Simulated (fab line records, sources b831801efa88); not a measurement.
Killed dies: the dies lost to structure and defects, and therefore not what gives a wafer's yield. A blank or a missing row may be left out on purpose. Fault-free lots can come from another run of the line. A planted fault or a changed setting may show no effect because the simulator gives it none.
The tool behind it: which one? | flow gf180mcu | 12 lots, 36 wafers sampled, at 4 steps of a route of 602

== WHAT THE GAUGES READ, wafer by wafer ==
GF_V3_CD_MEAS_14 targets a cd of 260 nm. Usual: 259.7 nm for cd-nm, sd 1.4.
lot  | measured     | on        | cd-nm (nm)        | flag
L712 | day 22 02:04 | cd-sem-01 | 259.8 259.7 258.1 |
L713 | day 22 05:33 | cd-sem-02 | 261.3 261.0 260.8 |
L714 | day 22 15:39 | cd-sem-02 | 260.4 259.5 258.8 |
L715 | day 23 09:53 | cd-sem-02 | 260.1 259.6 259.3 |
L716 | day 23 14:48 | cd-sem-01 | 258.6 258.5 259.5 |
L718 | day 24 16:44 | cd-sem-01 | 259.4 260.2 260.0 |
L719 | day 25 02:38 | cd-sem-01 | 258.0 260.8 260.0 |
L720 | day 25 20:31 | cd-sem-01 | 259.4 259.2 258.3 |
L727 | day 27 23:41 | cd-sem-01 | 262.2 260.8 260.2 |
L728 | day 28 00:56 | cd-sem-01 | 259.7 258.8 258.2 |
L729 | day 28 06:54 | cd-sem-02 | 260.4 260.6 260.3 |
L734 | day 29 07:28 | cd-sem-01 | 261.9 263.3 262.8 |

GF_M4_THK_MEAS_06: measures by xrf. Usual: for M4_ALCU_THK the level is 446 nm and the standard deviation is 5.2.
lot  | measured     | on            | M4_ALCU_THK (nm) | flag
L712 | day 22 03:56 | film-metro-02 | 444 444 443      |
L713 | day 22 07:24 | film-metro-02 | 450 446 450      |
L714 | day 22 17:32 | film-metro-01 | 450 449 453      |
L715 | day 23 11:44 | film-metro-03 | 449 446 447      |
L716 | day 23 16:38 | film-metro-03 | 449 448 448      |
L718 | day 24 18:42 | film-metro-01 | 444 447 444      |
L719 | day 25 04:54 | film-metro-03 | 447 438 439      |
L720 | day 25 22:22 | film-metro-01 | 450 445 446      |
L727 | day 28 01:34 | film-metro-03 | 435 443 440      |
L728 | day 28 02:47 | film-metro-02 | 450 457 450      |
L729 | day 28 08:50 | film-metro-03 | 444 443 444      |
L734 | day 29 09:18 | film-metro-02 | 440 435 440      |

GF_M4_CD_MEAS_14 targets a cd of 280 nm. Usual: 280.2 nm for cd-nm, sd 1.1.
lot  | measured     | on        | cd-nm (nm)        | flag
L712 | day 23 02:58 | cd-sem-02 | 280.0 279.6 279.3 |
L713 | day 23 06:21 | cd-sem-02 | 280.7 281.1 281.4 |
L714 | day 23 16:30 | cd-sem-01 | 280.2 280.8 281.3 |
L715 | day 24 09:59 | cd-sem-01 | 277.7 276.7 277.8 |
L716 | day 24 14:36 | cd-sem-02 | 279.3 280.4 279.6 |
L718 | day 25 16:04 | cd-sem-02 | 280.0 280.4 281.2 |
L719 | day 26 02:07 | cd-sem-01 | 280.7 281.5 282.1 |
L720 | day 26 18:43 | cd-sem-01 | 280.5 280.7 280.8 |
L727 | day 28 20:56 | cd-sem-01 | 274.6 273.6 274.0 | OFF
L728 | day 28 21:44 | cd-sem-01 | 273.9 274.0 273.4 | OFF
L729 | day 29 03:26 | cd-sem-02 | 280.3 280.3 278.9 |
L734 | day 30 03:34 | cd-sem-02 | 279.5 278.6 279.1 |

== EACH LOT AND THE TOOL THAT RAN IT (in order: tool; ch and the chambers of the sampled wafers; start) ==
lot  | GF_M4_EXPOSE_11
L712 | krf-scanner-02 ch 0, day 22 15:04
L713 | krf-scanner-02 ch 0, day 22 18:08
L714 | krf-scanner-01 ch 0, day 23 05:37
L715 | krf-scanner-01 ch 0, day 23 22:52
L716 | krf-scanner-01 ch 0, day 24 04:33
L718 | krf-scanner-01 ch 0, day 25 05:57
L719 | krf-scanner-02 ch 0, day 25 14:56
L720 | krf-scanner-02 ch 0, day 26 08:25
L727 | krf-scanner-01 ch 0, day 28 10:55
L728 | krf-scanner-01 ch 0, day 28 12:26
L729 | krf-scanner-02 ch 0, day 28 18:55
L734 | krf-scanner-02 ch 0, day 29 19:08
- GF_M4_EXPOSE_11: exposes mask Metal4, target cd 280 nm.

== WHAT THE TOOLS THEMSELVES READ (means of the sampled wafers that have a number; where no wafer has one, the mark that the record gives instead) ==
GF_M4_EXPOSE_11. Usual: 28.08 for exposure-dose-mJ-cm2, sd 0.12.
lot  | tool           | exposure-dose-mJ-cm2 | flag
L712 | krf-scanner-02 | 28.21                |
L713 | krf-scanner-02 | 28.25                |
L714 | krf-scanner-01 | 27.99                |
L715 | krf-scanner-01 | 28.00                |
L716 | krf-scanner-01 | 27.99                |
L718 | krf-scanner-01 | 28.02                |
L719 | krf-scanner-02 | 28.24                |
L720 | krf-scanner-02 | 28.22                |
L727 | krf-scanner-01 | 29.26                | OFF
L728 | krf-scanner-01 | 29.24                | OFF
L729 | krf-scanner-02 | 28.20                |
L734 | krf-scanner-02 | 28.21                |

== THE ANSWER, worked out from the rows above alone ==
Rule: a lot counts as off when the mean over its wafers that have a number is more than 3 standard deviations away from the usual mean. A lot without any number at a reading at which 4 lots or more have one is off too. Any other lot the step has rows for is counted as sound. After the gauges, taken in route order, come the tools' own readings; for these a lot's mean is taken, as printed above. At the first step where some lot is off, the reading lying furthest off is the one used; lots without a number count as furthest.
Off at GF_M4_CD_MEAS_14 (cd-nm): L727, L728.
A tool fits if, at a process step before that reading, it ran every lot that is off, and no sound lot after the first of them. The gauges at GF_M4_CD_MEAS_14 aren't tried: what is off there is off at GF_M4_EXPOSE_11 too, on other tools, and a gauge's error can't cause that. One fits: krf-scanner-01 at GF_M4_EXPOSE_11. Its last sound lot is L718 (day 25 05:57), its first lot that is off L727 (day 28 10:55): a fault that began between those two fits.
The tool's own readings at GF_M4_EXPOSE_11 bear it out: on the lots that are off they differ by more than 5 times the standard deviation of the sound lots' means. exposure-dose-mJ-cm2 reads 29.25 there against 28.13 on the sound lots.

== WHAT HAD BEEN PUT IN BY THE SIMULATOR ==
Process parameter drift: krf-scanner-01, from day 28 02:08 on, at GF_M4_EXPOSE_11. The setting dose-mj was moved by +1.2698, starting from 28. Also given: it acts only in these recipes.
Shown lots that were struck: L727, L728. Same finding as the rule above.
